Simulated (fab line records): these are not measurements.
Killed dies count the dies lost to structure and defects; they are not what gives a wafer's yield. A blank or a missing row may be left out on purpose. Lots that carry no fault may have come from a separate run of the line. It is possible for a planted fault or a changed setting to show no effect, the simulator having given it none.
fab line records    flow sfqLine
record lots=13  wafers=39  lastDay=86
route steps=325 shown M6@262 M7@291 I7@297
lots that met no fault: taken from a fault-free run of the same line
startH: the number of hours between the record's first day and the start of the first shown wafer of the lot    waitH: hours elapsed since this lot's preceding step    " same as the row above    L1.1+2: a row that stands for several wafers    - no value, or no start was given    * or withheld: withheld    < > ~ a bound
route shown NAME@n: names a module that has steps shown in the file, with the first one's number in the route    usual: mean/standard deviation of fault-free wafers    same: alike in all rows    chamber/n: place in a boat    sites: per-site readings    _std_site: the standard deviation of these    _edge_site: the outer-site mean with the inner-site mean subtracted    radiusMm: how far each site lies from the wafer's centre    mask NAME#n: copy n    behind: the most recent tool/chamber to have shaped the wafer    hold: why the lot was held/for how many hours/how that ended    device: transistor that didn't switch, given as n, p or np    end of line: at the end of the route, the tests of the same wafers    a step given without rows: its recipe and nothing more    killed: dies that structure and defects cost at the first sort, which is not the same as the wafer's yield    map: the dies of a wafer, with x for killed, . for not killed, _ for no die there
set.NAME: the setting that was run; set.NAME@STEP: the one run at that earlier step    model.NAME: the simulator's own value behind a step, which no gauge read
one table for each step of the route and one row for each wafer, over a sample of lots
services: when a tool's chamber went out of use (startH, in hours from the record's first day, below 0 if earlier), for how many hours, and the reason
## steps
# step SFQ_TRILAYER_M6_BARC_OPEN_METAL_ETCH_206
# recipe maskMaterial=PR  chemistry=O2  targetDepthNm=125  target=BARC  icpW=600  biasW=80  pressureMtorr=10  timeS=41.7
# usual drypumpMotorCurrentA=5.8/0.62  oesProductAu=0.685/0.0044
lot.wafer  tool         chamber  startH   waitH  drypumpMotorCurrentA  oesProductAu  rfHoursCounterH
L810.2     rieMetal-03  0        1618.60  0.0    6.6                   0.680         12
L810.4     "            1        "        "      6.1                   0.686         -
L810.5     "            1        "        "      6.1                   0.680         -
L811.3     rieMetal-02  1        1621.02  0.0    5.2                   0.687         -
L811.4     "            0        "        "      6.2                   0.679         -
L811.6     "            0        "        "      6.1                   0.683         -
L812.3     rieMetal-04  0        1623.42  0.0    4.8                   0.684         -
L812.5     "            1        "        "      5.8                   0.685         -
L812.6     "            0        "        "      4.8                   0.689         -
L813.3     rieMetal-02  1        1624.75  0.0    5.2                   0.682         -
L813.5     "            0        "        "      6.1                   0.693         -
L813.6     "            1        "        "      5.2                   0.680         -
L814.2     rieMetal-04  0        1702.08  0.0    4.8                   0.684         103
L814.3     "            1        "        "      5.8                   0.685         -
L814.4     "            0        "        "      4.8                   0.687         -
L823.2     rieMetal-03  1        1807.29  0.0    6.1                   0.677         48
L823.3     "            0        "        "      6.6                   0.690         -
L823.6     "            1        "        "      6.1                   0.685         -
L824.2     rieMetal-03  0        1809.69  0.0    6.6                   0.686         37
L824.4     "            1        "        "      6.1                   0.680         -
L824.5     "            0        "        "      6.6                   0.690         -
L825.2     rieMetal-04  0        1811.68  0.0    4.8                   0.685         114
L825.3     "            1        "        "      5.8                   0.684         -
L825.6     "            1        "        "      5.8                   0.681         -
L826.4     rieMetal-04  1        1815.13  0.0    5.8                   0.687         -
L826.5     "            1        "        "      5.8                   0.685         -
L826.6     "            0        "        "      4.8                   0.679         -
L829.2     rieMetal-03  1        1836.07  0.0    6.1                   0.686         54
L829.5     "            0        "        "      6.6                   0.684         -
L829.6     "            1        "        "      6.1                   0.688         -
L831.1     rieMetal-02  0        1845.97  0.0    6.1                   0.686         137
L831.3     "            1        "        "      5.2                   0.691         -
L831.4     "            0        "        "      6.1                   0.677         -
L832.3     rieMetal-02  1        1850.49  0.0    5.2                   0.680         -
L832.5     "            1        "        "      5.2                   0.694         -
L832.6     "            0        "        "      6.1                   0.691         -
L833.4     rieMetal-04  0        1852.74  0.0    4.8                   0.684         -
L833.5     "            0        "        "      4.8                   0.685         -
L833.6     "            1        "        "      5.8                   0.690         -
# step SFQ_TRILAYER_M6_STRIP_STRIP_163
# recipe gas=O2  powerW=200  platenTempC=40  overashFraction=0.65  chemistry=O2  pressureMtorr=50
# usual drypumpMotorCurrentA=5.8/0.63  oesProductAu=1.000/0.008
lot.wafer  tool         chamber  startH   waitH  drypumpMotorCurrentA  oesProductAu  rfHoursCounterH
L810.2     rieMetal-03  0        1618.79  0.1    6.6                   1.000         13
L810.4     "            1        "        "      6.1                   0.995         -
L810.5     "            1        "        "      6.1                   1.001         -
L811.3     rieMetal-02  1        1621.39  0.2    5.2                   0.996         -
L811.4     "            0        "        "      6.1                   0.996         -
L811.6     "            0        "        "      6.2                   1.007         -
L812.3     rieMetal-04  0        1623.79  0.2    4.8                   1.003         -
L812.5     "            1        "        "      5.7                   1.006         -
L812.6     "            0        "        "      4.8                   1.010         -
L813.3     rieMetal-02  1        1625.11  0.2    5.2                   0.995         -
L813.5     "            0        "        "      6.1                   1.002         -
L813.6     "            1        "        "      5.2                   0.990         -
L814.2     rieMetal-04  0        1702.26  0.1    4.8                   1.006         104
L814.3     "            1        "        "      5.8                   1.001         -
L814.4     "            0        "        "      4.8                   1.006         -
L823.2     rieMetal-03  1        1807.47  0.1    6.1                   1.015         49
L823.3     "            0        "        "      6.6                   1.002         -
L823.6     "            1        "        "      6.1                   1.003         -
L824.2     rieMetal-03  0        1809.87  0.1    6.6                   0.982         37
L824.4     "            1        "        "      6.1                   0.996         -
L824.5     "            0        "        "      6.7                   0.984         -
L825.2     rieMetal-04  0        1811.86  0.1    4.8                   0.994         114
L825.3     "            1        "        "      5.8                   1.010         -
L825.6     "            1        "        "      5.8                   0.996         -
L826.4     rieMetal-04  1        1815.50  0.2    5.7                   0.990         -
L826.5     "            1        "        "      5.8                   0.994         -
L826.6     "            0        "        "      4.8                   1.007         -
L829.2     rieMetal-03  1        1836.25  0.1    6.1                   1.007         54
L829.5     "            0        "        "      6.6                   0.998         -
L829.6     "            1        "        "      6.1                   0.994         -
L831.1     rieMetal-02  0        1846.16  0.1    6.1                   1.001         138
L831.3     "            1        "        "      5.2                   1.000         -
L831.4     "            0        "        "      6.1                   0.987         -
L832.3     rieMetal-02  1        1850.85  0.2    5.2                   1.005         -
L832.5     "            1        "        "      5.2                   1.009         -
L832.6     "            0        "        "      6.1                   1.009         -
L833.4     rieMetal-04  0        1853.11  0.2    4.8                   1.008         -
L833.5     "            0        "        "      4.8                   1.003         -
L833.6     "            1        "        "      5.8                   1.012         -
# step SFQ_M7_OVL_MEAS_945
# usual M7_OVL=1/5.2
lot.wafer  tool        chamber  startH   waitH  M7_OVL[nm]
L810.2     overlay-02  -        1746.72  0.1    1
L810.4     "           -        "        "      6
L810.5     "           -        "        "      -3
L811.3     overlay-01  -        1749.13  0.1    8
L811.4     "           -        "        "      3
L811.6     "           -        "        "      2
L812.3     overlay-01  -        1755.23  0.1    -3
L812.5     "           -        "        "      -6
L812.6     "           -        "        "      -3
L813.3     overlay-01  -        1757.63  0.1    4
L813.5     "           -        "        "      3
L813.6     "           -        "        "      3
L814.2     overlay-02  -        1824.97  0.1    -1
L814.3     "           -        "        "      1
L814.4     "           -        "        "      0
L823.2     overlay-02  -        1927.72  0.1    1
L823.3     "           -        "        "      7
L823.6     "           -        "        "      2
L824.2     overlay-02  -        1932.52  0.1    -1
L824.4     "           -        "        "      -1
L824.5     "           -        "        "      -1
L825.2     overlay-02  -        1933.72  0.1    6
L825.3     "           -        "        "      5
L825.6     "           -        "        "      -2
L826.4     overlay-02  -        1936.13  0.1    -5
L826.5     "           -        "        "      1
L826.6     "           -        "        "      -1
L829.2     overlay-02  -        1949.23  0.1    -1
L829.5     "           -        "        "      1
L829.6     "           -        "        "      5
L831.1     overlay-02  -        1958.83  0.1    -9
L831.3     "           -        "        "      -4
L831.4     "           -        "        "      -11
L832.3     overlay-01  -        1961.24  0.1    8
L832.5     "           -        "        "      9
L832.6     "           -        "        "      5
L833.4     overlay-01  -        1962.45  0.1    4
L833.5     "           -        "        "      2
L833.6     "           -        "        "      -3
# step SFQ_TRILAYER_I7_CMP_CMP_184
# recipe material=SiO2  downForcePsi=3  platenRpm=60  padVelocityMS=0.94248
# usual motorCurrentA=10.5/1.2  retainingRingPressureFrac=1.000/0.0054  timeToEndpointS=214/6.2
lot.wafer  tool    chamber  startH   waitH  motorCurrentA  retainingRingPressureFrac  timeToEndpointS
L810.4     cmp-01  0        1749.39  1.6    11.1           0.997                      218
L810.2     "       1        "        "      10.0           0.986                      211
L810.5     "       2        "        "      8.3            1.001                      219
L811.4     cmp-02  1        1750.69  0.5    11.2           0.991                      219
L811.3     "       2        "        "      11.0           1.006                      220
L811.6     "       1        1752.69  2.5    11.0           0.996                      222
L812.3     cmp-02  3        1759.76  3.5    11.9           0.998                      201
L812.6     "       0        "        "      10.5           1.008                      214
L812.5     "       1        "        "      11.4           0.994                      205
L813.3     cmp-01  1        1764.41  5.8    10.0           1.001                      222
L813.6     "       0        1765.91  7.2    10.3           1.006                      216
L813.5     "       1        "        "      10.0           0.994                      226
L814.4     cmp-01  0        1826.48  0.4    11.1           0.990                      193
L814.2     "       2        1827.48  1.5    8.4            1.004                      204
L814.3     "       3        "        "      10.7           0.999                      207
L823.2     cmp-01  1        1929.29  0.5    9.9            1.003                      211
L823.3     "       2        "        "      7.9            0.998                      208
L823.6     "       1        1931.29  2.5    10.4           1.000                      210
L824.2     cmp-01  1        1933.59  0.0    10.0           0.993                      216
L824.4     "       0        1935.09  1.5    10.6           1.004                      221
L824.5     "       1        "        "      10.1           0.990                      224
L825.3     cmp-02  0        1934.79  0.0    10.0           0.990                      212
L825.2     "       2        1935.79  1.0    10.8           0.998                      214
L825.6     "       1        1937.29  2.5    11.4           1.007                      214
L826.4     cmp-01  0        1938.71  1.5    10.9           0.999                      217
L826.5     "       1        "        "      10.0           0.999                      218
L826.6     "       2        "        "      8.3            0.998                      217
L829.2     cmp-02  1        1951.79  1.5    11.0           0.995                      216
L829.5     "       0        1953.29  3.0    9.7            1.001                      213
L829.6     "       1        "        "      11.7           0.987                      218
L831.3     cmp-02  0        1959.90  0.0    9.7            1.004                      209
L831.1     "       2        1960.90  1.0    10.8           0.997                      208
L831.4     "       3        "        "      12.0           0.997                      214
L832.3     cmp-01  2        1962.80  0.5    8.0            1.004                      209
L832.5     "       1        1964.30  2.0    10.4           1.001                      215
L832.6     "       2        "        "      7.9            0.999                      215
L833.4     cmp-02  3        1963.50  0.0    12.4           1.000                      215
L833.6     "       3        1965.50  2.0    11.9           0.995                      214
L833.5     "       0        "        "      9.9            1.002                      214
# step SFQ_TRILAYER_I7_METRO_MEASURE_185
# usual thkNm=200.0/0.94
lot.wafer  tool          chamber  startH   waitH  thkNm
L810.2     filmMetro-04  -        1751.71  0.3    199.2
L810.4     "             -        "        "      199.4
L810.5     "             -        "        "      200.0
L811.3     filmMetro-02  -        1753.71  0.5    199.9
L811.4     "             -        "        "      199.6
L811.6     "             -        "        "      201.0
L812.3     filmMetro-02  -        1761.78  0.5    199.6
L812.5     "             -        "        "      199.0
L812.6     "             -        "        "      198.4
L813.3     filmMetro-03  -        1767.43  0.5    199.8
L813.5     "             -        "        "      199.3
L813.6     "             -        "        "      200.3
L814.2     filmMetro-02  -        1829.80  0.3    201.6
L814.3     "             -        "        "      200.5
L814.4     "             -        "        "      220.6
L823.2     filmMetro-03  -        1932.11  0.3    198.4
L823.3     "             -        "        "      200.4
L823.6     "             -        "        "      199.3
L824.2     filmMetro-03  -        1936.91  0.3    199.8
L824.4     "             -        "        "      199.2
L824.5     "             -        "        "      198.8
L825.2     filmMetro-04  -        1938.11  0.3    200.1
L825.3     "             -        "        "      200.0
L825.6     "             -        "        "      200.6
L826.4     filmMetro-02  -        1940.93  0.6    201.6
L826.5     "             -        "        "      201.3
L826.6     "             -        "        "      201.1
L829.2     filmMetro-02  -        1954.61  0.3    201.0
L829.5     "             -        "        "      198.3
L829.6     "             -        "        "      200.1
L831.1     filmMetro-02  -        1963.02  0.1    200.4
L831.3     "             -        "        "      199.1
L831.4     "             -        "        "      198.6
L832.3     filmMetro-02  -        1965.82  0.5    198.5
L832.5     "             -        "        "      200.7
L832.6     "             -        "        "      199.4
L833.4     filmMetro-04  -        1967.22  0.6    199.5
L833.5     "             -        "        "      200.0
L833.6     "             -        "        "      198.9
# step SFQ_TRILAYER_I7_VIA_ETCH_VIA_ETCH_190
# recipe target=SiO2  stopOn=Nb  maskMaterial=PR  taperDeg=20  chemistry=CHF3  targetDepthNm=260  sourceW=500  biasW=80  pressureMtorr=30  timeS=withheld
# usual drypumpMotorCurrentA=6.0/0.35  oesProductAu=0.854/0.0051
lot.wafer  tool        chamber  startH   waitH  drypumpMotorCurrentA  oesProductAu
L810.2     rieDiel-01  2        1756.78  0.0    5.4                   0.858
L810.4     "           2        "        "      5.4                   0.852
L810.5     "           3        "        "      5.8                   0.853
L811.3     rieDiel-04  3        1758.89  0.0    5.9                   0.859
L811.4     "           0        "        "      6.2                   0.853
L811.6     "           0        "        "      6.2                   0.850
L812.3     rieDiel-03  3        1764.91  0.0    6.3                   0.854
L812.5     "           1        "        "      6.3                   0.853
L812.6     "           0        "        "      6.1                   0.850
L813.3     rieDiel-01  3        1770.56  0.0    5.9                   0.848
L813.5     "           0        "        "      6.7                   0.843
L813.6     "           1        "        "      6.3                   0.859
L814.2     rieDiel-03  2        1833.57  0.0    5.8                   0.854
L814.3     "           3        "        "      6.3                   0.851
L814.4     "           1        "        "      6.2                   0.906
L823.2     rieDiel-04  0        1940.99  0.0    6.2                   0.846
L823.3     "           2        "        "      5.9                   0.859
L823.6     "           2        "        "      5.9                   0.857
L824.2     rieDiel-03  3        2026.01  0.0    6.3                   0.852
L824.4     "           2        "        "      5.8                   0.854
L824.5     "           1        "        "      6.2                   0.855
L825.2     rieDiel-01  2        2027.21  0.0    5.5                   0.849
L825.3     "           0        "        "      6.7                   0.858
L825.6     "           1        "        "      6.3                   0.852
L826.4     rieDiel-04  3        2030.81  0.0    5.9                   0.861
L826.5     "           1        "        "      5.5                   0.862
L826.6     "           2        "        "      5.9                   0.862
L829.2     rieDiel-03  3        2043.06  0.0    6.3                   0.855
L829.5     "           0        "        "      6.1                   0.853
L829.6     "           1        "        "      6.2                   0.856
L831.1     rieDiel-03  1        2048.03  0.0    6.2                   0.854
L831.3     "           3        "        "      6.3                   0.839
L831.4     "           0        "        "      6.1                   0.850
L832.3     rieDiel-04  1        2049.23  0.0    5.5                   0.852
L832.5     "           1        "        "      5.5                   0.853
L832.6     "           0        "        "      6.2                   0.851
L833.4     rieDiel-01  1        2050.43  0.0    6.4                   0.852
L833.5     "           0        "        "      6.7                   0.859
L833.6     "           1        "        "      6.4                   0.855
## services
tool          chamber  startH   hours  kind
filmMetro-02  -        1595.32  2.2    pm
cmp-02        -        1602.24  4.0    pm
rieMetal-04   -        1641.42  5.4    repair
cmp-01        -        1659.90  3.5    repair
cmp-01        -        1677.21  15.1   pm
rieMetal-02   0        1690.97  1.3    repair
filmMetro-02  -        1710.29  0.8    pm
filmMetro-02  -        1725.10  0.3    pm
cmp-01        -        1760.69  3.2    repair
cmp-01        -        1770.06  4.0    pm
cmp-01        -        1779.75  0.5    repair
rieMetal-03   -        1791.84  0.7    repair
filmMetro-02  -        1802.59  0.6    pm
rieMetal-03   -        1851.29  4.3    pm
cmp-01        -        1904.34  10.0   pm
rieMetal-03   -        1915.13  1.9    repair
cmp-01        -        1949.97  5.7    pm
cmp-01        -        1954.66  0.7    repair
filmMetro-02  -        1955.61  0.8    pm
filmMetro-02  -        1970.10  1.1    pm
cmp-01        -        1982.02  0.9    repair
cmp-01        -        1990.34  1.8    repair
rieMetal-03   0        1992.52  16.4   repair
rieMetal-03   1        2005.58  13.6   repair
## key
firstSign step=SFQ_TRILAYER_I7_CMP_CMP_184  reading=timeToEndpointS  direction=down  sigmas=3.3  usual=*  struck=*
effect step=SFQ_TRILAYER_I7_METRO_MEASURE_185  reading=thkNm  direction=up  sigmas=22  usual=200.0  struck=220.6
effect step=SFQ_TRILAYER_I7_VIA_ETCH_VIA_ETCH_190  reading=oesProductAu  direction=up  sigmas=10  usual=0.854  struck=0.906
metAt SFQ_TRILAYER_I7_CMP_CMP_184
struckLots L814
struckWafers L814.4
notActingAt SFQ_TRILAYER_M6_BARC_OPEN_METAL_ETCH_206,SFQ_TRILAYER_M6_STRIP_STRIP_163,SFQ_M7_OVL_MEAS_945
fault kind=processParameterDrift  tool=cmp-01  chamber=0  onsetH=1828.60  steps=SFQ_TRILAYER_I7_CMP_CMP_184  channel=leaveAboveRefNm  offset=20  shape=step  endH=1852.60  actsIn=theseRecipesOnly  stated=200
